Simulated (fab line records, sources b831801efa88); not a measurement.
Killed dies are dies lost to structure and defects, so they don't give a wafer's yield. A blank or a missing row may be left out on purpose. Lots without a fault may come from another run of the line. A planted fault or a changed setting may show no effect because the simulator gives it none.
fab line records | flow sky130
record lots=6 wafers=18 last_day=50
route steps=708 shown VT_ADJUST_PCH@146 SONOS_TUNNEL@154
lots that met no fault: from a run of the same line without faults
start_h: hours from the record's first day to the start of the lot's first wafer shown | wait_h: hours since the lot's step before | " the same as in the row above | L1.1+2: a row that stands for several wafers | - no value, or no start given | * or withheld: withheld | < > ~ a bound
route shown NAME@n: a module of which the file shows steps, and the number in the route of the first | usual: mean/standard deviation of fault-free wafers | same: alike in all rows | chamber/n: place in a boat | sites: the reading at each site | _std_site: their standard deviation | _edge_site: outer sites' mean less inner sites' | radius_mm: how far each site lies from the wafer's centre | mask NAME#n: copy n | behind: the tool/chamber that last shaped the wafer | hold: why the lot was held/for how many hours/how that ended | device: the transistor (n, p or np) that didn't switch | end of line: the same wafers' tests at the end of the route | a step without rows: its recipe alone | killed: dies lost to structure and defects at the first sort, not the wafer's yield | map: a wafer's dies, x killed, . not, _ none there
set.NAME: the setting as run; set.NAME@STEP: as run at that earlier step | model.NAME: the simulator's own value behind a step, which no gauge read
lots at some steps of the route; a table a step, a row a wafer
services: from which hour (start_h, from the record's first day; less than 0 if before it) a tool's chamber was out of use, for how many hours, and why
## steps
# step SKY_VT_ADJUST_PCH_SOFTBAKE_03
# recipe temp_c=110 time_s=withheld
# step SKY_VT_ADJUST_PCH_EXPOSE_04
# recipe mask_id=NWM na=0.6 source_shape=conventional sigma_outer=0.6 polarization=unpolarized target_cd_nm=840 dose_mj=255
# step SKY_VT_ADJUST_PCH_PEB_05
# recipe temp_c=115 time_s=withheld
# step SKY_VT_ADJUST_PCH_DEVELOP_06
# recipe wall_angle_deg=90 developer=TMAH develop_time_s=60 dev_temp_c=23
# step SKY_VT_ADJUST_PCH_OVL_MEAS_07
# usual VT_ADJUST_PCH_OVL=2.1/1.3
# columns lot.wafer tool chamber start_h wait_h VT_ADJUST_PCH_OVL[nm]
L764.2 overlay-01 - 244.64 - 2.7
L764.3 " - " " 3.3
L764.6 " - " " 2.2
L767.1 overlay-02 - 270.64 - 1.5
L767.2 " - " " 0.6
L767.5 " - " " 1.5
L768.2 overlay-02 - 273.99 - 2.7
L768.4 " - " " 2.4
L768.6 " - " " 4.0
L777.2 overlay-01 - 338.84 - 2.6
L777.4 " - " " 2.4
L777.5 " - " " 1.0
L779.2 overlay-01 - 356.68 - 0.2
L779.3 " - " " 0.7
L779.6 " - " " 1.6
L783.1 overlay-02 - 409.17 - 0.9
L783.3 " - " " 0.8
L783.4 " - " " 1.4
# step SKY_VT_ADJUST_PCH_IMPLANT_08
# recipe species=B energy_kev=10 dose_cm2=5e+11 tilt_deg=withheld
# step SKY_VT_ADJUST_PCH_STRIP_09
# recipe chemistry=O2/N2 power_w=1400 pressure_mtorr=1500 platen_temp_c=withheld o2_flow_sccm=3000 n2_flow_sccm=300 overash_fraction=0.5
# usual chamber_pressure_mTorr=1500.2/2 drypump_motor_current_A=5.7/0.4 oes_product_au=0.722/0.0045 strip_time_to_endpoint_s=36.88/0.1
# same overash_fraction=0.5
# columns lot.wafer tool chamber start_h wait_h chamber_pressure_mTorr drypump_motor_current_A oes_product_au rf_hours_counter_h strip_time_to_endpoint_s
L764.2 plasma_asher-04 0 244.82 0.1 1501.3 5.7 0.721 56 36.72
L764.3 " 0 " " 1496.2 5.7 0.727 - 36.77
L764.6 " 1 " " 1498.3 5.8 0.723 - 36.80
L767.1 plasma_asher-03 1 270.82 0.1 1498.2 5.2 0.731 47 36.87
L767.2 " 0 " " 1500.1 6.2 0.718 47 36.75
L767.5 " 0 " " 1499.3 6.2 0.718 - 36.86
L768.2 plasma_asher-04 0 274.17 0.1 1503.0 5.7 0.725 59 36.87
L768.4 " 0 " " 1498.3 5.7 0.716 - 36.89
L768.6 " 1 " " 1500.8 5.7 0.728 - 36.83
L777.2 plasma_asher-03 0 339.02 0.1 1498.5 6.2 0.719 53 36.85
L777.4 " 1 " " 1499.9 5.2 0.732 - 36.92
L777.5 " 0 " " 1499.4 6.2 0.724 - 36.85
L779.2 plasma_asher-03 1 356.86 0.1 1502.6 5.2 0.717 55 36.79
L779.3 " 1 " " 1501.7 5.2 0.718 - 36.89
L779.6 " 1 " " 1500.1 5.2 0.721 - 36.84
L783.1 plasma_asher-04 1 409.36 0.1 1501.1 5.7 0.715 72 36.91
L783.3 " 0 " " 1501.2 5.7 0.719 - 36.81
L783.4 " 1 " " 1500.9 5.7 0.727 - 36.78
# step SKY_VT_ADJUST_PCH_TW_MEAS_10
# usual VT_ADJUST_PCH_TW=144.2/0.76
# columns lot.wafer tool chamber start_h wait_h VT_ADJUST_PCH_TW
L764.2 film_metro-03 - 244.93 0.1 144.3
L764.3 " - " " 144.3
L764.6 " - " " 144.2
L767.1 film_metro-04 - 270.92 0.1 143.8
L767.2 " - " " 144.3
L767.5 " - " " 143.6
L768.2 film_metro-03 - 274.28 0.1 143.2
L768.4 " - " " 144.0
L768.6 " - " " 144.6
L777.2 film_metro-01 - 339.13 0.1 143.7
L777.4 " - " " 145.3
L777.5 " - " " 146.0
L779.2 film_metro-01 - 356.97 0.1 145.2
L779.3 " - " " 144.7
L779.6 " - " " 145.2
L783.1 film_metro-01 - 409.46 0.1 145.2
L783.3 " - " " 144.4
L783.4 " - " " 145.0
# step SKY_SONOS_TUNNEL_DEHYDRATE_00
# recipe temp_c=200 time_s=60
# step SKY_SONOS_TUNNEL_HMDS_01
# recipe prime_time_s=60 prime_temp_c=120
# step SKY_SONOS_TUNNEL_COAT_02
# recipe resist=NOVOLAK spin_rpm=3000 resist_thk_nm=1140
# step SKY_SONOS_TUNNEL_SOFTBAKE_03
# recipe temp_c=90 time_s=60 resist=NOVOLAK
# step SKY_SONOS_TUNNEL_EXPOSE_04
# recipe mask_id=TUNM na=0.6 source_shape=conventional sigma_outer=0.6 polarization=unpolarized target_cd_nm=410 dose_mj=136
# usual exposure_dose_mJ_cm2=136.01/0.13 focus_offset_nm=0.0/0.56
# columns lot.wafer tool chamber start_h wait_h mask exposure_dose_mJ_cm2 focus_offset_nm
L764.2 iline_stepper-02 0 256.23 - TUNM#0 136.24 -1.0
L764.3 " 0 " " TUNM#0 136.08 -0.4
L764.6 " 0 " " TUNM#0 136.04 -0.4
L767.1 iline_stepper-02 - 282.38 - TUNM#0 - -
L767.2 " - " " TUNM#0 - -
L767.5 " - " " TUNM#0 - -
L768.2 iline_stepper-02 - 286.70 - TUNM#0 - -
L768.4 " - " " TUNM#0 - -
L768.6 " - " " TUNM#0 - -
L777.2 iline_stepper-02 0 352.98 - TUNM#0 135.94 0.7
L777.4 " 0 " " TUNM#0 136.17 1.7
L777.5 " 0 " " TUNM#0 136.08 1.2
L779.2 iline_stepper-01 0 371.53 - TUNM#0 136.07 0.4
L779.3 " 0 " " TUNM#0 136.24 -0.1
L779.6 " 0 " " TUNM#0 136.26 -0.6
L783.1 iline_stepper-02 0 424.49 - TUNM#0 136.03 0.0
L783.3 " 0 " " TUNM#0 136.04 0.2
L783.4 " 0 " " TUNM#0 136.01 0.0
# step SKY_SONOS_TUNNEL_PEB_05
# recipe temp_c=withheld time_s=* resist=NOVOLAK
## services
# columns tool chamber start_h hours kind
iline_stepper-01 - 249.81 1.7 pm
iline_stepper-02 - 275.03 1.7 pm
iline_stepper-01 - 275.53 27.0 repair
iline_stepper-01 - 307.24 0.7 repair
plasma_asher-03 - 334.27 2.8 pm
plasma_asher-04 - 421.25 9.0 pm
plasma_asher-04 0 421.25 9.0 vent_cycle
plasma_asher-04 1 421.25 9.0 vent_cycle
## key
first_sign step=SKY_SONOS_TUNNEL_EXPOSE_04 reading=tool_record direction=missing
effect none on later readings
met_at SKY_SONOS_TUNNEL_EXPOSE_04
struck_wafers L767.1,L767.2,L767.5,L768.2,L768.4,L768.6
later_rows_left_out L767.1,L767.2,L767.5,L768.2,L768.4,L768.6
sort_left_out L767.1,L767.2,L767.5,L768.2,L768.4,L768.6
tester_left_out L767,L768
onset_between 256.23 282.38
fault kind=skipped_step_whole tool=iline_stepper-02 chamber=- onset_h=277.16 steps=SKY_SONOS_TUNNEL_EXPOSE_04 scope=struck_lots_only
# tester_left_out: of these lots the tester's yield and bins aren't shown, on N5 and GAA mostly nor the transistor test; their killed dies are dies lost to structure and defects alone, not to doping, threshold or leakage, so they don't give the yield
# sort_left_out: the simulated sort isn't trusted on such a fault, so these wafers' sort isn't shown, and their yield isn't known
# later_rows_left_out: the simulator's readings of these wafers behind a module that went badly wrong aren't trusted and aren't shown, but for the sort
